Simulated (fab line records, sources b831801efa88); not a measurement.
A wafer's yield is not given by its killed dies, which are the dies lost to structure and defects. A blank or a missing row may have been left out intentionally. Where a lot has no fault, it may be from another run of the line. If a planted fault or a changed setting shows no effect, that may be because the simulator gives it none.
Which tool was responsible? -- flow sky130 -- 14 lots with 42 wafers sampled at 4 steps, on a route of 708 steps

## WHAT THE GAUGES READ, wafer by wafer
No reading from a measuring or inspecting step in the record can be judged against a usual standard deviation.

## EACH LOT AND THE TOOL THAT RAN IT (in order: tool; ch and the chambers of the sampled wafers; start)
lot,SKY_VIA1_ETCH_15,SKY_VIA1_STRIP_16,SKY_METAL2_SPUTTER_00,SKY_METAL2_SPUTTER_01
L831,"rie diel-02 ch 1,2, day 33 11:40","plasma asher-01 ch 0,1, day 33 11:44","pvd sputter-03, day 33 13:25","pvd sputter-03, day 33 13:26"
L833,"rie diel-04 ch 1,2, day 33 18:49","plasma asher-02 ch 0,1, day 33 18:52","pvd sputter-04, day 33 20:10","pvd sputter-04, day 33 20:11"
L834,"rie diel-01 ch 0,1,2, day 34 10:07","plasma asher-01 ch 0,1, day 34 10:10","pvd sputter-02, day 34 11:24","pvd sputter-02, day 34 11:25"
L835,"rie diel-02 ch 0,1,3, day 34 15:00","plasma asher-02 ch 0,1, day 34 15:02","pvd sputter-03, day 34 16:18","pvd sputter-03, day 34 16:19"
L837,"rie diel-02 ch 1,2,3, day 35 05:58","plasma asher-01 ch 0,1, day 35 06:01","pvd sputter-03, day 35 07:17","pvd sputter-03, day 35 07:18"
L838,"rie diel-02 ch 1,2,3, day 35 17:15","plasma asher-04 ch 0,1, day 35 17:17","pvd sputter-03, day 35 18:31","pvd sputter-03, day 35 18:32"
L840,"rie diel-01 ch 0,2,3, day 36 09:04","plasma asher-02 ch 0,1, day 36 09:09","pvd sputter-04, day 36 10:20","pvd sputter-04, day 36 10:22"
L841,"rie diel-01 ch 1,3, day 36 15:31","plasma asher-02 ch 0,1, day 36 15:34","pvd sputter-03, day 36 17:17","pvd sputter-03, day 36 17:18"
L844,"rie diel-04 ch 0,1, day 37 06:55","plasma asher-01 ch 0,1, day 37 06:59","pvd sputter-04, day 37 08:17","pvd sputter-04, day 37 08:18"
L845,"rie diel-02 ch 1,2,3, day 37 13:55","plasma asher-04 ch 0,1, day 37 13:58","pvd sputter-03, day 37 15:11","pvd sputter-03, day 37 15:13"
L849,"rie diel-01 ch 2,3, day 39 00:36","plasma asher-01 ch 0,1, day 39 00:39","pvd sputter-02, day 39 01:59","pvd sputter-02, day 39 02:01"
L850,"rie diel-04 ch 0,2,3, day 40 01:25","plasma asher-01 ch 1, day 40 01:28","pvd sputter-04, day 40 02:43","pvd sputter-04, day 40 02:44"
L852,"rie diel-01 ch 1,3, day 40 08:30","plasma asher-01 ch 0, day 40 08:33","pvd sputter-04, day 40 09:47","pvd sputter-04, day 40 09:48"
L854,"rie diel-04 ch 0,1,3, day 40 14:34","plasma asher-04 ch 0,1, day 40 14:37","pvd sputter-04, day 40 15:52","pvd sputter-04, day 40 15:53"
- SKY_VIA1_ETCH_15: etches SiO2 in C4F8/O2/Ar, stops on TiN, target depth 351 nm, time 54 s.
- SKY_VIA1_STRIP_16: strips in O2/N2.
- SKY_METAL2_SPUTTER_00: material Ti, target thk 15 nm, time 10 s.
- SKY_METAL2_SPUTTER_01: material TiN, target thk 20 nm, time 16.7 s.

## WHAT THE TOOLS THEMSELVES READ (means of the sampled wafers that have a number; where no wafer has one, the mark that the record gives instead)
SKY_VIA1_ETCH_15.
lot,tool,oes product au (a.u.)
L831,rie diel-02,0.987
L833,rie diel-04,0.974
L834,rie diel-01,0.980
L835,rie diel-02,0.983
L837,rie diel-02,0.983
L838,rie diel-02,0.979
L840,rie diel-01,0.983
L841,rie diel-01,0.984
L844,rie diel-04,0.982
L845,rie diel-02,0.978
L849,rie diel-01,0.977
L850,rie diel-04,0.905
L852,rie diel-01,0.986
L854,rie diel-04,0.842

SKY_VIA1_STRIP_16.
lot,tool,drypump motor current A (A),n2 flow sccm (sccm),o2 flow sccm (sccm),oes product au (a.u.),strip time to endpoint s (s)
L831,plasma asher-01,5.9,299.5,3002,0.410,4.449
L833,plasma asher-02,5.9,299.3,3008,0.414,4.448
L834,plasma asher-01,5.9,299.7,3005,0.418,4.433
L835,plasma asher-02,5.9,299.2,3003,0.419,4.457
L837,plasma asher-01,5.9,300.4,2999,0.410,4.454
L838,plasma asher-04,5.8,300.1,3002,0.416,4.448
L840,plasma asher-02,5.7,299.8,2993,0.418,4.411
L841,plasma asher-02,5.9,300.5,2997,0.415,4.415
L844,plasma asher-01,5.9,300.0,3002,0.413,4.443
L845,plasma asher-04,5.8,301.0,2996,0.416,4.437
L849,plasma asher-01,5.9,300.5,3000,0.417,4.447
L850,plasma asher-01,5.0,300.1,3001,0.420,4.578
L852,plasma asher-01,6.4,299.7,2999,0.418,4.447
L854,plasma asher-04,5.4,300.0,3007,0.421,4.603

SKY_METAL2_SPUTTER_00.
lot,tool,chamber pressure pa (Pa),throttle valve pct (%)
L831,pvd sputter-03,0.4007,29.7
L833,pvd sputter-04,0.4000,29.2
L834,pvd sputter-02,0.4003,28.0
L835,pvd sputter-03,0.3998,30.3
L837,pvd sputter-03,0.4002,29.6
L838,pvd sputter-03,0.3997,29.3
L840,pvd sputter-04,0.4009,29.4
L841,pvd sputter-03,0.3997,29.1
L844,pvd sputter-04,0.4000,30.7
L845,pvd sputter-03,0.3992,29.3
L849,pvd sputter-02,0.4008,29.8
L850,pvd sputter-04,0.3996,30.8
L852,pvd sputter-04,0.3988,30.2
L854,pvd sputter-04,0.3996,30.9

SKY_METAL2_SPUTTER_01.
lot,tool,chamber pressure pa (Pa),throttle valve pct (%)
L831,pvd sputter-03,0.3993,29.9
L833,pvd sputter-04,0.3998,29.2
L834,pvd sputter-02,0.4006,28.0
L835,pvd sputter-03,0.3999,30.3
L837,pvd sputter-03,0.4001,29.6
L838,pvd sputter-03,0.3997,29.3
L840,pvd sputter-04,0.4002,29.2
L841,pvd sputter-03,0.4010,29.2
L844,pvd sputter-04,0.3994,30.6
L845,pvd sputter-03,0.4009,29.4
L849,pvd sputter-02,0.3997,29.9
L850,pvd sputter-04,0.3993,30.5
L852,pvd sputter-04,0.4005,30.4
L854,pvd sputter-04,0.4009,30.8

## THE ANSWER, worked out from the rows above alone
Rule: usual is defined by the lots themselves. Put in order of their means at a reading, lots are off if they are a third of the lots or fewer, leave a main group of 4 or more, and stand apart from it by a gap of 3 or more times the standard deviation of the main group's means; of several such gaps the widest counts. Not used: any main group whose means are identical at the precision the tables above print for the reading. Also off: a lot with no number at a reading for which 4 or more lots have one. Any other lot the step has rows for is counted as sound. Order of review: gauges by route order, followed by the tools' own readings, for which a lot's mean as printed above is used. At the first step where some lot is off, the reading lying furthest off is the one used; lots without a number count as furthest.
Off, at SKY_VIA1_ETCH_15 on oes product au: L850, L854. Main group: mean 0.981 a.u., sd 0.0037.
A tool fits if, at that step or a process step before it, it ran every lot that is off, and no sound lot after the first of them. One fits: rie diel-04 at SKY_VIA1_ETCH_15. Its last sound lot is L844 (day 37 06:55), its first lot that is off L850 (day 40 01:25): a fault that began between those two fits.
The tool's own readings at SKY_VIA1_ETCH_15 bear it out: on the lots that are off they differ by more than 5 times the standard deviation of the sound lots' means. oes product au reads 0.873 a.u. there against 0.981 a.u. on the sound lots.

## WHAT HAD BEEN PUT IN BY THE SIMULATOR
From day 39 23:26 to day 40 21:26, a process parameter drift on rie diel-04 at SKY_VIA1_ETCH_15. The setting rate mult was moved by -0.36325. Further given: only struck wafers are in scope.
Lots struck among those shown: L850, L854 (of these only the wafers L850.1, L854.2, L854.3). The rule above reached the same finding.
